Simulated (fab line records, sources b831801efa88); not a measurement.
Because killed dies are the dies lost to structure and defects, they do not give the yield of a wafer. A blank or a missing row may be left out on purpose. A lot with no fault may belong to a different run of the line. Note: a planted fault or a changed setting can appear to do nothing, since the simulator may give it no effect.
fab line records | flow sky130
[record] lots = 11 wafers = 33 lastDay = 50
route steps=708 shown LI_CONTACT@374 LOCAL_INTERCONNECT@387 CONTACT@406 PAD_OPEN@708
lots that met no fault: from a run of the same line without faults
startH: hours from the record's opening day to when the first of the lot's shown wafers began | waitH: how many hours have passed since the lot's step before this one | " repeats the value in the row above | L1.1+2: a single row standing in for several wafers | - either no value or no given start | * or withheld: withheld | < > ~ a bound
route shown NAME@n: names a module that has steps shown in the file, with the first one's number in the route | usual: mean and standard deviation over wafers with no fault | same: alike in all rows | chamber/n: place in a boat | sites: per-site readings | _std_site: standard deviation across them | _edge_site: outer sites' mean less inner sites' | radiusMm: for every site, how far away it sits from the centre of the wafer | mask NAME#n: copy n | behind: tool/chamber where the wafer was last shaped | hold: the reason the lot was held/the length of the hold in hours/how it ended | device: whichever transistor did not switch (one of n, p or np) | end of line: the same wafers' tests at the end of the route | for a step that has no rows: nothing shown but its recipe | killed: dies lost to structure and defects at the first sort, not the wafer's yield | map: a wafer's dies, marking killed ones x, the rest . and places with no die _
set.NAME: setting as actually run; set.NAME@STEP: the setting as run at that earlier step | model.NAME: the simulator's own value behind a step, which no gauge read
one table for each step of the route and one row for each wafer, over a sample of lots
services: a tool's chamber out of use, with start hour (startH, from the record's first day; less than 0 if before it), hours out, and reason
[[steps]]
[step SKY_LI_CONTACT_CD_MEAS_12]
[recipe] targetCdNm = 170
[usual] cdNm = 170.0/1.6
// columns lot.wafer tool chamber startH waitH cdNm
L413.2 cdSem-01 - 706.48 - 170.7
L413.3 " - " " 170.2
L413.4 " - " " 169.0
L414.1 cdSem-01 - 718.78 - 168.7
L414.2 " - " " 169.2
L414.4 " - " " 168.9
L416.2 cdSem-01 - 739.48 - 170.8
L416.3 " - " " 171.9
L416.6 " - " " 171.6
L417.2 cdSem-02 - 746.33 - 168.8
L417.5 " - " " 168.2
L417.6 " - " " 169.8
L421.1 cdSem-01 - 768.66 - 170.1
L421.2 " - " " 171.4
L421.6 " - " " 169.5
L422.1 cdSem-02 - 782.16 - 170.3
L422.2 " - " " 168.1
L422.4 " - " " 169.6
L426.3 cdSem-01 - 821.52 - 170.6
L426.4 " - " " 169.0
L426.5 " - " " 171.4
L427.1 cdSem-02 - 822.41 - 170.0
L427.4 " - " " 171.0
L427.6 " - " " 170.8
L432.2 cdSem-02 - 865.23 - 168.6
L432.3 " - " " 170.4
L432.5 " - " " 171.0
L431.1 cdSem-01 - 868.48 - 170.4
L431.2 " - " " 170.0
L431.6 " - " " 170.7
L430.2 cdSem-02 - 870.18 - 171.3
L430.4 " - " " 173.6
L430.6 " - " " 172.1
[step SKY_LOCAL_INTERCONNECT_SPUTTER_00]
[recipe] material = TiN targetThkNm = 100 tempC = 300 powerW = 6500 timeS = 83.3 chamberPressurePa = 0.4
[usual] throttleValvePct = 29.5/0.96
// columns lot.wafer tool chamber startH waitH throttleValvePct
L413.2 pvdSputter-04 - 707.78 0.2 31.5
L413.3 " - " " 29.4
L413.4 " - " " 28.9
L414.1 pvdSputter-01 - 720.11 0.2 29.1
L414.2 " - " " 29.6
L414.4 " - " " 27.6
L416.2 pvdSputter-04 - 740.78 0.1 29.3
L416.3 " - " " 31.7
L416.6 " - " " 28.6
L417.2 pvdSputter-02 - 747.63 0.1 30.2
L417.5 " - " " 30.5
L417.6 " - " " 30.7
L421.1 pvdSputter-02 - 770.22 0.1 29.4
L421.2 " - " " 30.6
L421.6 " - " " 29.5
L422.1 pvdSputter-02 - 783.65 0.2 30.3
L422.2 " - " " 29.2
L422.4 " - " " 29.3
L426.3 pvdSputter-01 - 822.80 0.2 30.0
L426.4 " - " " 29.3
L426.5 " - " " 29.9
L427.1 pvdSputter-01 - 823.73 0.1 29.1
L427.4 " - " " 27.5
L427.6 " - " " 29.7
L432.2 pvdSputter-04 - 866.53 0.2 28.9
L432.3 " - " " 29.4
L432.5 " - " " 28.8
L431.1 pvdSputter-02 - 869.80 0.1 29.5
L431.2 " - " " 30.7
L431.6 " - " " 30.3
L430.2 pvdSputter-02 - 871.48 0.2 29.3
L430.4 " - " " 30.5
L430.6 " - " " 29.1
[step SKY_LOCAL_INTERCONNECT_RS_MEAS_01]
[recipe] thkMeasGauge = four-point-probe reads = TiN_of_LOCAL_INTERCONNECT_SPUTTER_00
[usual] LOCAL_INTERCONNECT_TIN_RS = 14.05/0.16
// columns lot.wafer tool chamber startH waitH LOCAL_INTERCONNECT_TIN_RS[ohm/sq]
L413.2 filmMetro-03 - 707.86 0.1 13.93
L413.3 " - " " 14.01
L413.4 " - " " 14.26
L414.1 filmMetro-03 - 720.18 0.0 13.98
L414.2 " - " " 13.96
L414.4 " - " " 14.35
L416.2 filmMetro-03 - 740.87 0.1 14.18
L416.3 " - " " 14.11
L416.6 " - " " 14.28
L417.2 filmMetro-03 - 747.72 0.1 13.91
L417.5 " - " " 14.03
L417.6 " - " " 13.93
L421.1 filmMetro-01 - 770.28 0.0 8.57
L421.2 " - " " 13.97
L421.6 " - " " 14.16
L422.1 filmMetro-03 - 783.71 0.0 13.83
L422.2 " - " " 8.55
L422.4 " - " " 13.95
L426.3 filmMetro-01 - 822.90 0.1 14.00
L426.4 " - " " 14.01
L426.5 " - " " 13.87
L427.1 filmMetro-02 - 823.80 0.0 13.92
L427.4 " - " " 14.08
L427.6 " - " " 13.96
L432.2 filmMetro-02 - 866.61 0.1 14.09
L432.3 " - " " 14.24
L432.5 " - " " 14.50
L431.1 filmMetro-03 - 869.86 0.0 13.80
L431.2 " - " " 13.89
L431.6 " - " " 14.10
L430.2 filmMetro-03 - 871.56 0.1 14.16
L430.4 " - " " 14.32
L430.6 " - " " 14.20
[step SKY_LOCAL_INTERCONNECT_THK_MEAS_02]
[recipe] thkMeasGauge = xrf reads = TiN_of_LOCAL_INTERCONNECT_SPUTTER_00
[usual] LOCAL_INTERCONNECT_TIN_THK = 101.5/1.2
// columns lot.wafer tool chamber startH waitH LOCAL_INTERCONNECT_TIN_THK[nm]
L413.2 filmMetro-03 - 707.97 0.1 101.8
L413.3 " - " " 101.7
L413.4 " - " " 99.6
L414.1 filmMetro-03 - 720.30 0.1 101.6
L414.2 " - " " 101.1
L414.4 " - " " 98.6
L416.2 filmMetro-03 - 740.98 0.1 100.5
L416.3 " - " " 100.3
L416.6 " - " " 99.3
L417.2 filmMetro-03 - 747.83 0.1 102.7
L417.5 " - " " 101.8
L417.6 " - " " 102.1
L421.1 filmMetro-01 - 770.40 0.1 164.3
L421.2 " - " " 101.9
L421.6 " - " " 100.7
L422.1 filmMetro-03 - 783.83 0.1 103.1
L422.2 " - " " 163.6
L422.4 " - " " 102.0
L426.3 filmMetro-01 - 823.00 0.1 102.3
L426.4 " - " " 101.9
L426.5 " - " " 102.8
L427.1 filmMetro-02 - 823.92 0.1 102.7
L427.4 " - " " 102.0
L427.6 " - " " 102.5
L432.2 filmMetro-02 - 866.72 0.1 101.5
L432.3 " - " " 100.7
L432.5 " - " " 98.7
L431.1 filmMetro-03 - 869.98 0.1 102.5
L431.2 " - " " 101.7
L431.6 " - " " 100.8
L430.2 filmMetro-03 - 871.67 0.1 100.4
L430.4 " - " " 98.8
L430.6 " - " " 99.9
[step SKY_LOCAL_INTERCONNECT_METAL_ETCH_14]
[recipe] targetDepthNm = 110 stopOn = PSG chemistry = Cl2/BCl3 target = TiN resistSidewallDeg = 88 pressureMtorr = 10 icpW = 900 biasW = 48.5 Cl2_flow_sccm = 60 bcl3FlowSccm = 30 timeS = 31.4
[usual] drypumpMotorCurrentA = 5.9/0.34 oesProductAu = 0.944/0.008 throttleValvePct = 21.902/0.0093
[same] timeS = 31.4
// columns lot.wafer tool chamber startH waitH drypumpMotorCurrentA oesProductAu rfHoursCounterH throttleValvePct
L413.2 rieMetal-03 1 736.15 0.0 6.0 0.943 2 21.878
L413.3 " 1 " " 6.0 0.952 - 21.899
L413.4 " 0 " " 5.8 0.933 - 21.894
L414.1 rieMetal-01 0 747.80 0.0 5.2 0.950 14 21.897
L414.2 " 1 " " 6.5 0.945 2 21.905
L414.4 " 1 " " 6.5 0.929 - 21.890
L416.2 rieMetal-01 1 768.07 0.0 6.5 0.937 2 21.912
L416.3 " 0 " " 5.2 0.935 - 21.913
L416.6 " 1 " " 6.5 0.936 - 21.895
L417.2 rieMetal-02 0 774.55 0.0 5.9 0.948 4 21.919
L417.5 " 0 " " 5.9 0.945 - 21.893
L417.6 " 1 " " 6.1 0.952 - 21.908
L421.1 rieMetal-03 1 797.73 0.0 6.0 1.027 4 21.843
L421.2 " 0 " " 5.8 0.942 7 21.904
L421.6 " 0 " " 5.8 0.945 - 21.906
L422.1 rieMetal-03 0 810.75 0.0 5.8 0.964 7 21.888
L422.2 " 1 " " 6.0 1.019 4 21.872
L422.4 " 0 " " 5.8 0.948 - 21.895
L426.3 rieMetal-01 1 848.78 0.1 6.5 0.945 - 21.902
L426.4 " 1 " " 6.5 0.946 - 21.906
L426.5 " 1 " " 6.5 0.959 - 21.890
L427.1 rieMetal-03 0 850.15 0.0 5.8 0.944 8 21.916
L427.4 " 0 " " 5.8 0.941 - 21.899
L427.6 " 1 " " 6.0 0.951 - 21.893
L432.2 rieMetal-03 0 892.17 0.0 5.8 0.948 10 21.918
L432.3 " 0 " " 5.8 0.936 - 21.899
L432.5 " 1 " " 6.0 0.922 - 21.910
L431.1 rieMetal-02 0 895.95 0.0 5.9 0.955 9 21.889
L431.2 " 1 " " 6.1 0.954 7 21.912
L431.6 " 1 " " 6.1 0.938 - 21.907
L430.2 rieMetal-03 0 897.72 0.0 5.8 0.936 10 21.907
L430.4 " 0 " " 5.8 0.923 - 21.910
L430.6 " 1 " " 6.0 0.937 - 21.913
[step SKY_CONTACT_CVD_00]
[recipe] material = Si3N4 targetThkNm = 75 tempC = 400 timeS = withheld rfW = 450
[usual] heaterPowerOuterW = 480/130 heaterPowerW = 774/170
// columns lot.wafer tool chamber startH waitH heaterPowerOuterW heaterPowerW
L413.2 pecvd-03 2 736.83 0.0 414 693
L413.3 " 1 " " 461 754
L413.4 " 2 " " 412 705
L414.1 pecvd-04 0 748.48 0.0 730 1095
L414.2 " 2 " " 293 588
L414.4 " 1 " " 471 770
L416.2 pecvd-01 0 768.73 0.0 610 921
L416.3 " 2 " " 414 625
L416.6 " 0 " " 611 919
L417.2 pecvd-04 2 775.35 0.0 295 570
L417.5 " 2 " " 305 595
L417.6 " 1 " " 412 698
L421.2 pecvd-01 1 798.38 0.0 510 863
L421.6 " 0 " " 586 892
L422.1 pecvd-04 2 811.44 0.0 282 556
L422.4 " 2 " " 274 548
L426.3 pecvd-03 2 849.47 0.0 418 733
L426.4 " 1 " " 444 698
L426.5 " 1 " " 438 721
L427.1 pecvd-01 0 850.84 0.0 612 902
L427.4 " 0 " " 599 945
L427.6 " 2 " " 405 611
L432.2 pecvd-01 1 892.94 0.0 581 955
L432.3 " 0 " " 601 939
L432.5 " 2 " " 451 670
L431.1 pecvd-04 1 896.67 0.0 422 703
L431.2 " 0 " " 743 1158
L431.6 " 0 " " 729 1129
L430.2 pecvd-01 1 899.01 0.0 562 898
L430.4 " 1 " " 573 914
L430.6 " 0 " " 569 893
[step SKY_CONTACT_ETCH_17]
[recipe] target = SiO2 chemistry = C4F8/O2/Ar stopOn = Si3N4 maskMaterial = KrF-thick sourceW = 1500 biasW = 1200 pressureMtorr = 40 c4f8FlowSccm = withheld O2_flow_sccm = 6 Ar_flow_sccm = 300 timeS = withheld targetDepthA = 3400
[usual] oesProductAu = 0.891/0.005
// columns lot.wafer tool chamber startH waitH oesProductAu
L413.2 rieDiel-02 2 764.95 0.0 0.882
L413.3 " 0 " " 0.889
L413.4 " 3 " " 0.893
L414.1 rieDiel-02 0 776.71 0.0 0.888
L414.2 " 3 " " 0.901
L414.4 " 2 " " 0.897
L416.2 rieDiel-01 2 796.75 0.0 0.898
L416.3 " 3 " " 0.893
L416.6 " 2 " " 0.893
L417.2 rieDiel-01 3 802.41 0.0 0.885
L417.5 " 0 " " 0.896
L417.6 " 2 " " 0.884
L421.2 rieDiel-01 2 825.96 0.0 0.884
L421.6 " 3 " " 0.886
L422.1 rieDiel-02 3 838.96 0.0 0.883
L422.4 " 1 " " 0.877
L426.3 rieDiel-01 1 876.05 0.0 0.890
L426.4 " 3 " " 0.894
L426.5 " 0 " " 0.885
L427.1 rieDiel-03 0 876.95 0.0 0.892
L427.4 " 3 " " 0.895
L427.6 " 0 " " 0.887
L432.2 rieDiel-02 1 919.50 0.0 0.888
L432.3 " 3 " " 0.896
L432.5 " 2 " " 0.882
L431.1 rieDiel-03 2 922.01 0.0 0.896
L431.2 " 1 " " 0.892
L431.6 " 3 " " 0.881
L430.2 rieDiel-02 2 925.45 0.0 0.888
L430.4 " 3 " " 0.884
L430.6 " 1 " " 0.904
[step SKY_PAD_OPEN_PROBE_99]
[usual] killed_at_M0_to_M3 = 42/6.6 killed_at_M4_up = 3.1/1.9 killedAtContacts = 24/5.6 killedAtFrontEnd = 15/4.8 killedAtOther = 0.3/0.48 killedDies = 84/10 killedOnRim = 16/3.9 killedOpen = 47/6.8 killedShort = 37/6.8
[same] grossDies = 492 killedAtBackSide = 0
// columns lot.wafer tool chamber startH waitH killed_at_M0_to_M3 killed_at_M4_up killedAtContacts killedAtFrontEnd killedAtOther killedDies killedOnRim killedOpen killedShort
L421.1 prober-01 - 1145.18 0.1 39 4 436 13 0 492 96 36 37
L421.2 prober-01 - 1145.23 0.1 42 1 22 20 0 85 21 50 35
L421.6 prober-01 - 1145.43 0.2 45 4 21 18 0 88 25 54 34
L422.1 prober-02 - 1153.48 0.1 41 2 26 11 0 80 13 42 38
L422.2 prober-02 - 1153.53 0.1 46 4 435 7 0 492 96 56 39
L422.4 prober-02 - 1153.63 0.2 45 2 29 16 0 92 11 44 48
// killed by level:class
L421.1 LOCAL_INTERCONNECT:areaEtch=419 VIA1:geometricParticle:open=10 CONTACT:geometricParticle:open=6 VIA1:geometricParticle:short=6 FIELD_ISO:geometricParticle:short=5 METAL2:geometricParticle:short=5 VIA2:geometricParticle:open=5 VIA3:geometricParticle:open=5
L421.2 CONTACT:geometricParticle:open=9 VIA1:geometricParticle:open=9 VIA3:geometricParticle:open=7 LI_CONTACT:geometricParticle:open=6 METAL2:geometricParticle:short=6 FIELD_ISO:geometricParticle:open=5 POLY_GATE:geometricParticle:short=5 VIA1:geometricParticle:short=4
L421.6 VIA1:geometricParticle:open=17 FIELD_ISO:geometricParticle:open=7 VIA2:geometricParticle:open=6 CONTACT:geometricParticle:open=6 VIA3:geometricParticle:open=6 POLY_GATE:geometricParticle:short=5 LOCAL_INTERCONNECT:geometricParticle:short=5 CONTACT:geometricParticle:short=5
L422.1 CONTACT:geometricParticle:open=13 VIA1:geometricParticle:open=13 METAL2:geometricParticle:short=11 CONTACT:geometricParticle:short=6 LI_CONTACT:geometricParticle:open=5 VIA2:geometricParticle:open=5 POLY_GATE:geometricParticle:short=4 VIA1:geometricParticle:short=4
L422.2 LOCAL_INTERCONNECT:areaEtch=397 CONTACT:geometricParticle:open=14 VIA1:geometricParticle:open=13 LI_CONTACT:geometricParticle:open=9 CONTACT:geometricParticle:short=7 VIA2:geometricParticle:open=7 VIA1:geometricParticle:short=6 LOCAL_INTERCONNECT:geometricParticle:short=5
L422.4 VIA1:geometricParticle:open=13 CONTACT:geometricParticle:open=9 METAL2:geometricParticle:short=8 FIELD_ISO:geometricParticle:short=7 LI_CONTACT:geometricParticle:open=6 CONTACT:geometricParticle:short=6 METAL1:geometricParticle:short=6 VIA3:geometricParticle:open=6
[[services]]
// columns tool chamber startH hours kind
rieDiel-02 2 704.21 7.3 repair
rieDiel-02 2 715.96 9.1 repair
rieDiel-01 - 718.05 2.5 repair
pvdSputter-04 - 718.85 6.4 repair
pecvd-01 2 738.42 5.5 scheduledDown
rieMetal-02 1 745.86 2.0 repair
rieDiel-02 0 748.57 2.0 repair
pvdSputter-01 - 749.22 2.4 repair
rieMetal-02 0 751.59 12.7 repair
rieDiel-03 - 758.68 14.6 pm
rieMetal-02 1 759.12 2.1 repair
pecvd-03 - 765.54 2.8 pm
rieDiel-01 1 767.13 2.8 repair
pecvd-03 2 771.78 15.1 repair
rieDiel-03 0 774.26 1.4 repair
rieDiel-01 1 797.37 5.7 repair
rieDiel-03 - 818.86 1.9 repair
rieMetal-03 - 831.47 5.8 repair
pvdSputter-02 - 838.63 0.8 repair
pecvd-03 0 843.52 22.8 repair
rieDiel-03 2 843.82 6.0 repair
pecvd-04 - 853.37 6.0 pm
pvdSputter-01 - 908.64 2.2 repair
pecvd-04 1 922.01 2.4 repair
[[key]]
[firstSign] step = SKY_LOCAL_INTERCONNECT_RS_MEAS_01 reading = LOCAL_INTERCONNECT_TIN_RS direction = down sigmas = 33 usual = 14.05 struck = 8.56
[effect] step = SKY_LOCAL_INTERCONNECT_THK_MEAS_02 reading = LOCAL_INTERCONNECT_TIN_THK direction = up sigmas = 52 usual = 101.5 struck = 164.0
[effect] step = SKY_LOCAL_INTERCONNECT_METAL_ETCH_14 reading = oesProductAu direction = up sigmas = 9.8 usual = 0.944 struck = 1.023
[effect] step = SKY_PAD_OPEN_PROBE_99 reading = killedAtContacts direction = up sigmas = 74 usual = 24 struck = 436
[moreKillsBornAt] SKY_LOCAL_INTERCONNECT_METAL_ETCH_14@rieMetal-03 = 816
metAt SKY_LOCAL_INTERCONNECT_SPUTTER_00
struckLots L421,L422
struckWafers L421.1,L422.2
laterRowsLeftOut L421.1,L422.2
testerLeftOut L421,L422
notActingAt SKY_LI_CONTACT_CD_MEAS_12,SKY_CONTACT_CVD_00,SKY_CONTACT_ETCH_17
[fault] kind = processParameterDrift tool = pvdSputter-02 chamber = - onsetH = 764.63 steps = SKY_LOCAL_INTERCONNECT_SPUTTER_00 channel = targetThkNm offset = 61.008 shape = step endH = 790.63 actsIn = theseRecipesOnly stated = 100 scope = struckWafersOnly
// testerLeftOut: of these lots the tester's yield and bins aren't shown, on N5 and GAA mostly nor the transistor test; their killed dies are dies lost to structure and defects alone, not to doping, threshold or leakage, so they don't give the yield
// laterRowsLeftOut: the simulator's readings of these wafers behind a module that went badly wrong aren't trusted and aren't shown, but for the sort
